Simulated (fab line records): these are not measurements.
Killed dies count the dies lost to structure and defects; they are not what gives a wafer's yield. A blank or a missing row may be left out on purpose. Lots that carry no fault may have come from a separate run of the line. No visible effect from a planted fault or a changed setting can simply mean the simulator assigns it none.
fab line records    flow sfq-line
record lots=7  wafers=21  last-day=96
route steps=325 shown L0V@17 M0@28
lots untouched by any fault: they come from a run of this same line in which no faults occurred
start-h: start of the lot's first displayed wafer, in hours after the record's first day    wait-h: hours elapsed since this lot's preceding step    " unchanged from the row above    L1.1+2: several wafers, shown together as one row    - no value, or no start given    * or withheld: withheld    < > ~ a bound
route shown NAME@n: a module of which the file shows steps, and the number in the route of the first    usual: mean/standard deviation of fault-free wafers    same: alike in all rows    chamber/n: place in a boat    sites: each site's reading    _std_site: their standard deviation    _edge_site: mean of outer sites minus mean of inner sites    radius-mm: for every site, how far away it sits from the centre of the wafer    mask NAME#n: copy n    behind: tool/chamber where the wafer was last shaped    hold: what put the lot on hold/how long, in hours/how the hold closed    device: names the non-switching transistor (n, p or np)    end of line: tests of these same wafers at the route's end    a step with no rows: only its recipe    killed: not the wafer's yield, but the dies lost to structure and defects at the first sort    map: shows each die of a wafer: x if killed, . if not, _ if none is there
set.NAME: the setting the step ran with; set.NAME@STEP: the setting that earlier step ran with    model.NAME: the simulator's own value behind a step, which no gauge read
a table for each step, a row for each wafer; lots at some steps of the route
services: the hour from which a tool's chamber was out of use, counted from the record's first day as start-h (under 0 if before that day), plus the number of hours and why
## steps
# step SFQ_TRILAYER_L0_VIA_LITHO_COAT_018
# recipe resist=BARC  spin-rpm=3000  resist-thk-nm=62
# step SFQ_TRILAYER_L0_VIA_LITHO_COAT_013
# recipe resist=KrF  spin-rpm=3000  resist-thk-nm=650
# step SFQ_TRILAYER_L0_VIA_LITHO_SOFTBAKE_017
# recipe temp-c=withheld  time-s=withheld  resist=KrF
# step SFQ_TRILAYER_L0_VIA_LITHO_EXPOSE_014
# recipe mask-id=L0V  na=0.6  source-shape=conventional  sigma-outer=0.65  target-cd-nm=700  dose-mj=21.3
# step SFQ_TRILAYER_L0_VIA_LITHO_PEB_016
# recipe peb-temp-c=115  peb-time-s=60  resist=KrF
# step SFQ_TRILAYER_L0_VIA_LITHO_DEVELOP_015
# recipe time-s=60  resist=KrF
# step SFQ_L0V_OVL_MEAS_903
# usual L0V_OVL=2/5.8
lot.wafer  tool        chamber  start-h  wait-h  L0V_OVL[nm]
L713.1     overlay-01  -        238.26   0.1     -4
L713.3     "           -        "        "       -1
L713.4     "           -        "        "       0
L716.3     overlay-02  -        258.03   0.1     -5
L716.5     "           -        "        "       -3
L716.6     "           -        "        "       5
L719.3     overlay-01  -        278.59   0.1     -7
L719.5     "           -        "        "       -2
L719.6     "           -        "        "       -8
L723.1     overlay-01  -        319.45   0.1     10
L723.2     "           -        "        "       4
L723.4     "           -        "        "       9
L724.1     overlay-02  -        323.05   0.1     11
L724.3     "           -        "        "       8
L724.5     "           -        "        "       4
L725.1     overlay-01  -        327.85   0.1     -2
L725.2     "           -        "        "       -1
L725.3     "           -        "        "       -5
L726.1     overlay-01  -        335.17   0.1     7
L726.3     "           -        "        "       0
L726.4     "           -        "        "       6
# step SFQ_TRILAYER_L0_VIA_BARC_OPEN_VIA_ETCH_021
# recipe mask-material=PR  chemistry=O2  target-depth-nm=125  target=BARC  source-w=500  bias-w=80  pressure-mtorr=30  time-s=41.7
# usual drypump-motor-current-A=6.0/0.38  oes-product-au=0.685/0.0045
lot.wafer  tool         chamber  start-h  wait-h  drypump-motor-current-A  oes-product-au  rf-hours-counter-h
L713.1     rie-diel-03  3        238.30   0.0     6.2                      0.689           109
L713.3     "            1        "        "       5.4                      0.677           81
L713.4     "            2        "        "       6.5                      0.673           30
L716.3     rie-diel-02  2        258.05   0.0     6.2                      0.681           33
L716.5     "            2        "        "       6.2                      0.683           -
L716.6     "            3        "        "       6.4                      0.683           -
L719.3     rie-diel-03  0        278.61   0.0     6.4                      0.684           10
L719.5     "            2        "        "       6.5                      0.691           -
L719.6     "            1        "        "       5.5                      0.688           -
L723.1     rie-diel-03  0        319.48   0.0     6.4                      0.691           11
L723.2     "            3        "        "       6.2                      0.685           110
L723.4     "            3        "        "       6.2                      0.685           -
L724.1     rie-diel-03  3        323.08   0.0     6.2                      0.689           110
L724.3     "            2        "        "       6.5                      0.687           31
L724.5     "            0        "        "       6.4                      0.685           -
L725.1     rie-diel-04  1        327.88   0.0     5.3                      0.678           41
L725.2     "            0        "        "       6.0                      0.678           85
L725.3     "            2        "        "       6.2                      0.691           89
L726.1     rie-diel-02  1        335.21   0.0     5.7                      0.681           2
L726.3     "            3        "        "       6.4                      0.687           72
L726.4     "            0        "        "       6.1                      0.687           111
# step SFQ_TRILAYER_L0_VIA_ETCH_VIA_ETCH_016
# recipe target=SiO2  stop-on=MoNx_KI  mask-material=PR  chemistry=CHF3  target-depth-nm=80  source-w=500  bias-w=77.99  pressure-mtorr=30  time-s=withheld
# usual drypump-motor-current-A=6.0/0.38  oes-product-au=0.837/0.0073
lot.wafer  tool         chamber  start-h  wait-h  drypump-motor-current-A  oes-product-au
L713.1     rie-diel-03  3        238.34   0.0     6.3                      0.834
L713.3     "            1        "        "       5.5                      0.839
L713.4     "            2        "        "       6.5                      0.845
L716.3     rie-diel-02  2        258.09   0.0     6.2                      0.835
L716.5     "            2        "        "       6.3                      0.829
L716.6     "            3        "        "       6.4                      0.847
L719.3     rie-diel-03  0        278.65   0.0     6.4                      0.834
L719.5     "            2        "        "       6.5                      0.847
L719.6     "            1        "        "       5.5                      0.853
L723.1     rie-diel-03  0        319.52   0.0     6.4                      0.838
L723.2     "            3        "        "       6.2                      0.840
L723.4     "            3        "        "       6.2                      0.835
L724.1     rie-diel-03  3        323.12   0.0     6.2                      0.843
L724.3     "            2        "        "       6.5                      0.840
L724.5     "            0        "        "       6.4                      0.831
L725.1     rie-diel-04  1        327.92   0.0     5.3                      0.838
L725.2     "            0        "        "       6.0                      0.836
L725.3     "            2        "        "       6.2                      0.822
L726.1     rie-diel-02  1        335.25   0.0     5.7                      0.830
L726.3     "            3        "        "       6.4                      0.837
L726.4     "            0        "        "       6.1                      0.838
# step SFQ_TRILAYER_L0_VIA_STRIP_STRIP_017
# recipe gas=O2  power-w=200  platen-temp-c=40  overash-fraction=0.65  chemistry=O2  pressure-mtorr=50
# usual drypump-motor-current-A=5.94/0.29  oes-product-au=1.000/0.0076
lot.wafer  tool          chamber  start-h  wait-h  drypump-motor-current-A  oes-product-au  rf-hours-counter-h
L713.1     rie-metal-03  1        238.38   -       5.83                     1.005           59
L713.3     "             0        "        "       6.34                     1.006           -
L713.4     "             1        "        "       5.82                     1.001           -
L716.3     rie-metal-03  1        258.34   -       5.82                     0.990           -
L716.5     "             0        "        "       6.32                     1.009           -
L716.6     "             1        "        "       5.78                     1.002           -
L719.3     rie-metal-04  1        278.90   -       6.34                     0.998           -
L719.5     "             1        "        "       6.43                     0.995           -
L719.6     "             0        "        "       5.66                     1.002           -
L723.1     rie-metal-04  1        319.57   -       6.38                     0.994           144
L723.2     "             0        "        "       5.68                     0.989           19
L723.4     "             1        "        "       6.35                     0.999           -
L724.1     rie-metal-04  0        323.17   -       5.66                     0.988           19
L724.3     "             0        "        "       5.65                     0.984           -
L724.5     "             0        "        "       5.67                     0.987           -
L725.1     rie-metal-04  0        327.97   -       5.70                     0.995           20
L725.2     "             0        "        "       5.69                     0.997           -
L725.3     "             0        "        "       5.70                     0.993           -
L726.1     rie-metal-03  1        335.30   -       5.82                     0.991           75
L726.3     "             1        "        "       5.81                     0.993           -
L726.4     "             0        "        "       6.34                     0.997           -
# step SFQ_TRILAYER_L0_VIA_STRIP_SOLV_CLEAN_018
# recipe chemistry=NMP  temp-c=70  time-s=600
# step SFQ_TRILAYER_M0_DEP_PRE_CLEAN_020
# recipe gas=Ar  time-s=15  bias-v=250
# step SFQ_TRILAYER_M0_DEP_SPUTTER_019
# recipe material=Nb  base-pressure-pa=1.33e-06  chamber-pressure-pa=0.1333  substrate-temp-c=20  resputter-cathode-voltage-v=400  target-thk-nm=200  power-w=2000  time-s=133.3
# usual chamber-pressure-pa=0.13329/0.00028  throttle-valve-pct=29.8/1
lot.wafer  tool            chamber  start-h  wait-h  chamber-pressure-pa  throttle-valve-pct
L713.1     pvd-sputter-06  -        239.18   0.0     0.13357              29.4
L713.3     "               -        "        "       0.13323              28.4
L713.4     "               -        "        "       0.13359              32.0
L716.3     pvd-sputter-05  -        258.94   0.0     0.13311              31.0
L716.5     "               -        "        "       0.13333              30.9
L716.6     "               -        "        "       0.13303              30.5
L719.3     pvd-sputter-06  -        279.50   0.0     0.13347              29.0
L719.5     "               -        "        "       0.13293              28.5
L719.6     "               -        "        "       0.13313              29.0
L723.1     pvd-sputter-05  -        320.37   0.0     0.10179              35.3
L723.2     "               -        "        "       0.10148              32.0
L723.4     "               -        "        "       0.10154              33.3
L724.1     pvd-sputter-05  -        324.37   0.0     0.10164              35.5
L724.3     "               -        "        "       0.10133              35.2
L724.5     "               -        "        "       0.10106              35.5
L725.1     pvd-sputter-05  -        329.37   0.0     0.10105              33.5
L725.2     "               -        "        "       0.10147              35.3
L725.3     "               -        "        "       0.10165              35.3
L726.1     pvd-sputter-06  -        336.10   0.0     0.13302              28.9
L726.3     "               -        "        "       0.13322              29.4
L726.4     "               -        "        "       0.1335               31.7
# step SFQ_M0_RS_MEAS_904
# recipe thk-meas-gauge=four-point-probe  reads=Nb_of_TRILAYER_M0_DEP_SPUTTER_019
# usual M0_NB_RS=0.887/0.0088
lot.wafer  tool           chamber  start-h  wait-h  M0_NB_RS[ohm/sq]
L713.1     film-metro-02  -        239.27   0.0     0.904
L713.3     "              -        "        "       0.893
L713.4     "              -        "        "       0.898
L716.3     film-metro-01  -        259.07   0.1     0.890
L716.5     "              -        "        "       0.881
L716.6     "              -        "        "       0.882
L719.3     film-metro-01  -        279.63   0.1     0.897
L719.5     "              -        "        "       0.897
L719.6     "              -        "        "       0.899
L723.1     film-metro-02  -        320.46   0.0     0.870
L723.2     "              -        "        "       0.878
L723.4     "              -        "        "       0.883
L724.1     film-metro-04  -        324.46   0.0     0.888
L724.3     "              -        "        "       0.881
L724.5     "              -        "        "       0.889
L725.1     film-metro-02  -        329.46   0.0     0.874
L725.2     "              -        "        "       0.878
L725.3     "              -        "        "       0.883
L726.1     film-metro-02  -        336.19   0.0     0.883
L726.3     "              -        "        "       0.889
L726.4     "              -        "        "       0.899
## services
tool          chamber  start-h  hours  kind
rie-diel-04   -        214.95   0.7    repair
rie-metal-04  -        262.11   0.1    repair
rie-metal-04  -        286.44   1.4    pm
rie-diel-04   -        292.26   0.7    repair
rie-diel-02   2        305.36   7.7    repair
rie-diel-03   1        316.88   19.2   repair
rie-diel-04   0        329.56   18.4   repair
rie-metal-03  1        330.77   1.0    repair
rie-diel-03   -        335.46   2.8    pm
## key
first-sign step=SFQ_TRILAYER_M0_DEP_SPUTTER_019  reading=chamber-pressure-pa  direction=down  sigmas=99+  usual=0.13329  struck=0.10145
effect step=SFQ_TRILAYER_M0_DEP_SPUTTER_019  reading=throttle-valve-pct  direction=up  sigmas=4.6  usual=29.8  struck=34.5
met-at SFQ_TRILAYER_M0_DEP_SPUTTER_019
struck-wafers L723.1,L723.2,L723.4,L724.1,L724.3,L724.5,L725.1,L725.2,L725.3
onset-between 258.94 320.37
fault kind=process-parameter-drift  tool=pvd-sputter-05  chamber=-  onset-h=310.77  steps=SFQ_TRILAYER_M0_DEP_SPUTTER_019  channel=chamber-pressure-pa  offset=-0.031808  shape=step  end-h=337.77  acts-in=these-recipes-only  stated=0.1333
